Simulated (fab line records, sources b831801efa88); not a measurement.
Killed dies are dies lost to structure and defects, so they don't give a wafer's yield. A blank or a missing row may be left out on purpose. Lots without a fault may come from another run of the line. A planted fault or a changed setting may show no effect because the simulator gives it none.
Which tool did it? | flow gf180mcu | 13 lots, 39 wafers sampled, at 5 steps of a route of 602

WHAT THE GAUGES READ, wafer by wafer
GF_NSD_CD_MEAS_07: target cd 400 nm.
lot  | measured     | on        | cd_nm (nm)
L253 | day 13 16:38 | cd_sem-01 | 399.0 400.3 399.7
L255 | day 14 03:47 | cd_sem-02 | 401.5 400.8 401.5
L258 | day 15 03:40 | cd_sem-02 | 403.2 402.1 403.8
L259 | day 15 21:17 | cd_sem-02 | 396.6 398.2 395.7
L261 | day 16 05:17 | cd_sem-01 | 402.5 402.3 400.8
L262 | day 16 21:43 | cd_sem-02 | 403.8 403.1 400.9
L263 | day 17 02:04 | cd_sem-01 | 400.1 400.3 403.2
L265 | day 17 22:04 | cd_sem-02 | 401.3 404.4 404.1
L266 | day 18 02:13 | cd_sem-02 | 396.9 399.3 395.6
L267 | day 18 13:19 | cd_sem-02 | 400.9 401.5 402.4
L270 | day 19 11:07 | cd_sem-02 | 389.7 388.1 388.7 389.5 388.2 389.3
L271 | day 19 23:03 | cd_sem-02 | 388.1 386.1 387.3 388.2 385.7 387.7
L274 | day 21 02:49 | cd_sem-01 | 400.6 399.6 400.6

WHICH TOOL RAN EACH LOT (tool, then ch and the chambers of the sampled wafers, then the start)
lot  | GF_HV_LDD_STRIP_22                   | GF_HV_LDD_STRIP_37                   | GF_HV_LDD_RTA_52                 | GF_NSD_DEVELOP_06
L253 | plasma_asher-03 ch 0,1, day 11 01:55 | plasma_asher-03 ch 0,1, day 11 21:05 | rtp_anneal-02 ch 0, day 12 16:59 | litho_track-04 ch 0, day 13 16:30
L255 | plasma_asher-03 ch 0,1, day 11 12:11 | plasma_asher-01 ch 0,1, day 12 07:41 | rtp_anneal-01 ch 0, day 13 04:05 | litho_track-02 ch 0, day 14 03:39
L258 | plasma_asher-01 ch 0,1, day 12 13:18 | plasma_asher-03 ch 0,1, day 13 09:32 | rtp_anneal-02 ch 0, day 14 06:40 | litho_track-04 ch 0, day 15 03:31
L259 | plasma_asher-03 ch 0,1, day 12 21:53 | plasma_asher-01 ch 0,1, day 13 18:56 | rtp_anneal-02 ch 0, day 14 20:09 | litho_track-03 ch 0, day 15 21:08
L261 | plasma_asher-01 ch 0,1, day 13 12:23 | plasma_asher-02 ch 0,1, day 14 09:36 | rtp_anneal-02 ch 0, day 15 04:26 | litho_track-03 ch 0, day 16 05:08
L262 | plasma_asher-03 ch 0,1, day 13 23:01 | plasma_asher-03 ch 0,1, day 14 21:59 | rtp_anneal-01 ch 0, day 15 20:20 | litho_track-02 ch 0, day 16 21:34
L263 | plasma_asher-02 ch 0, day 14 07:47   | plasma_asher-02 ch 0,1, day 15 02:02 | rtp_anneal-01 ch 0, day 16 00:27 | litho_track-03 ch 0, day 17 01:55
L265 | plasma_asher-02 ch 0,1, day 14 22:05 | plasma_asher-03 ch 0,1, day 15 21:08 | rtp_anneal-02 ch 0, day 16 19:44 | litho_track-04 ch 0, day 17 21:48
L266 | plasma_asher-02 ch 0,1, day 15 01:44 | plasma_asher-03 ch 0,1, day 16 00:38 | rtp_anneal-01 ch 0, day 16 23:10 | litho_track-02 ch 0, day 18 02:04
L267 | plasma_asher-02 ch 0,1, day 15 15:05 | plasma_asher-03 ch 0,1, day 16 13:26 | rtp_anneal-01 ch 0, day 17 12:08 | litho_track-02 ch 0, day 18 13:10
L270 | plasma_asher-03 ch 0,1, day 16 09:22 | plasma_asher-03 ch 0,1, day 17 08:49 | rtp_anneal-01 ch 0, day 18 07:28 | litho_track-04 ch 0, day 19 10:58
L271 | plasma_asher-01 ch 0,1, day 16 19:47 | plasma_asher-02 ch 0,1, day 17 19:59 | rtp_anneal-01 ch 0, day 18 19:50 | litho_track-04 ch 0, day 19 22:54
L274 | plasma_asher-01 ch 0, day 17 21:47   | plasma_asher-03 ch 0,1, day 18 21:59 | rtp_anneal-02 ch 0, day 19 23:44 | litho_track-02 ch 0, day 21 02:40
- GF_HV_LDD_STRIP_22: strips in O2/N2.
- GF_HV_LDD_STRIP_37: strips in O2/N2.
- GF_HV_LDD_RTA_52: time 10 s.
- GF_NSD_DEVELOP_06: develop time 60 s.

WHAT THE TOOLS THEMSELVES READ (means of the sampled wafers that have a number; where no wafer has one, the mark that the record gives instead)
GF_HV_LDD_STRIP_22.
lot  | tool            | drypump_motor_current_A (A) | heater_power_w (W) | oes_product_au (a.u.) | strip_time_to_endpoint_s (s)
L253 | plasma_asher-03 | 6.05                        | 282                | 0.707                 | 12.64
L255 | plasma_asher-03 | 5.87                        | 304                | 0.718                 | 12.58
L258 | plasma_asher-01 | 6.13                        | 316                | 0.712                 | 12.64
L259 | plasma_asher-03 | 6.04                        | 287                | 0.717                 | 12.64
L261 | plasma_asher-01 | 6.12                        | 315                | 0.717                 | 12.60
L262 | plasma_asher-03 | 5.89                        | 307                | 0.711                 | 12.62
L263 | plasma_asher-02 | 5.69                        | 308                | 0.714                 | 12.60
L265 | plasma_asher-02 | 5.47                        | 327                | 0.719                 | 12.67
L266 | plasma_asher-02 | 5.48                        | 326                | 0.719                 | 12.61
L267 | plasma_asher-02 | 5.60                        | 314                | 0.714                 | 12.62
L270 | plasma_asher-03 | 5.88                        | 309                | 0.715                 | 12.63
L271 | plasma_asher-01 | 6.10                        | 318                | 0.719                 | 12.66
L274 | plasma_asher-01 | 6.21                        | 328                | 0.711                 | 12.60

GF_HV_LDD_STRIP_37.
lot  | tool            | drypump_motor_current_A (A) | heater_power_w (W) | oes_product_au (a.u.) | strip_time_to_endpoint_s (s)
L253 | plasma_asher-03 | 5.87                        | 303                | 0.724                 | 12.66
L255 | plasma_asher-01 | 6.12                        | 321                | 0.718                 | 12.66
L258 | plasma_asher-03 | 5.90                        | 305                | 0.714                 | 12.61
L259 | plasma_asher-01 | 6.04                        | 307                | 0.716                 | 12.58
L261 | plasma_asher-02 | 5.48                        | 321                | 0.721                 | 12.60
L262 | plasma_asher-03 | 6.05                        | 287                | 0.715                 | 12.61
L263 | plasma_asher-02 | 5.58                        | 317                | 0.718                 | 12.64
L265 | plasma_asher-03 | 6.05                        | 282                | 0.718                 | 12.61
L266 | plasma_asher-03 | 6.04                        | 286                | 0.715                 | 12.63
L267 | plasma_asher-03 | 6.06                        | 284                | 0.715                 | 12.60
L270 | plasma_asher-03 | 5.90                        | 304                | 0.711                 | 12.65
L271 | plasma_asher-02 | 5.47                        | 325                | 0.712                 | 12.59
L274 | plasma_asher-03 | 5.93                        | 303                | 0.716                 | 12.68

GF_HV_LDD_RTA_52.
lot  | tool          | lamp_power_pct (%) | wafer_temp_C_max
L253 | rtp_anneal-02 | 37.7               | 1006.2
L255 | rtp_anneal-01 | 33.2               | 1006.8
L258 | rtp_anneal-02 | 37.7               | 1006.3
L259 | rtp_anneal-02 | 37.7               | 1006.9
L261 | rtp_anneal-02 | 37.7               | 1005.5
L262 | rtp_anneal-01 | 33.2               | 1005.1
L263 | rtp_anneal-01 | 33.2               | 1006.4
L265 | rtp_anneal-02 | 37.7               | 1007.2
L266 | rtp_anneal-01 | 33.2               | 1005.2
L267 | rtp_anneal-01 | 33.3               | 1005.8
L270 | rtp_anneal-01 | 33.2               | 1006.0
L271 | rtp_anneal-01 | 33.2               | 1005.9
L274 | rtp_anneal-02 | 37.7               | 1005.7

THE ANSWER, worked out from the rows above alone
Rule: what is usual is taken from the lots themselves. Put in order of their means at a reading, lots are off if they are a third of the lots or fewer, leave a main group of 4 or more, and stand apart from it by a gap of 3 or more times the standard deviation of the main group's means; of several such gaps the widest counts. A main group whose means are all the same, to the digits that the tables above print for the reading, isn't used. A lot without any number at a reading at which 4 lots or more have one is off too. The other lots that the step has rows for count as sound. The gauges are gone through in route order, then the tools' own readings, and for those a lot's mean is taken as printed above. The first step at which some lot is off is used, and at that step the reading that is off furthest; a lot without a number counts as furthest.
Off: L270, L271, at GF_NSD_CD_MEAS_07 (cd_nm). The main group: mean 400.8 nm, standard deviation 2.1.
A tool fits if, at a process step before that reading, it ran every lot that is off, and no sound lot after the first of them. The gauges at GF_NSD_CD_MEAS_07 are tried like those tools. Can't be told from this: 3 tools fit, rtp_anneal-01 at GF_HV_LDD_RTA_52, litho_track-04 at GF_NSD_DEVELOP_06, cd_sem-02 at GF_NSD_CD_MEAS_07.

WHAT THE SIMULATOR HAD PUT IN
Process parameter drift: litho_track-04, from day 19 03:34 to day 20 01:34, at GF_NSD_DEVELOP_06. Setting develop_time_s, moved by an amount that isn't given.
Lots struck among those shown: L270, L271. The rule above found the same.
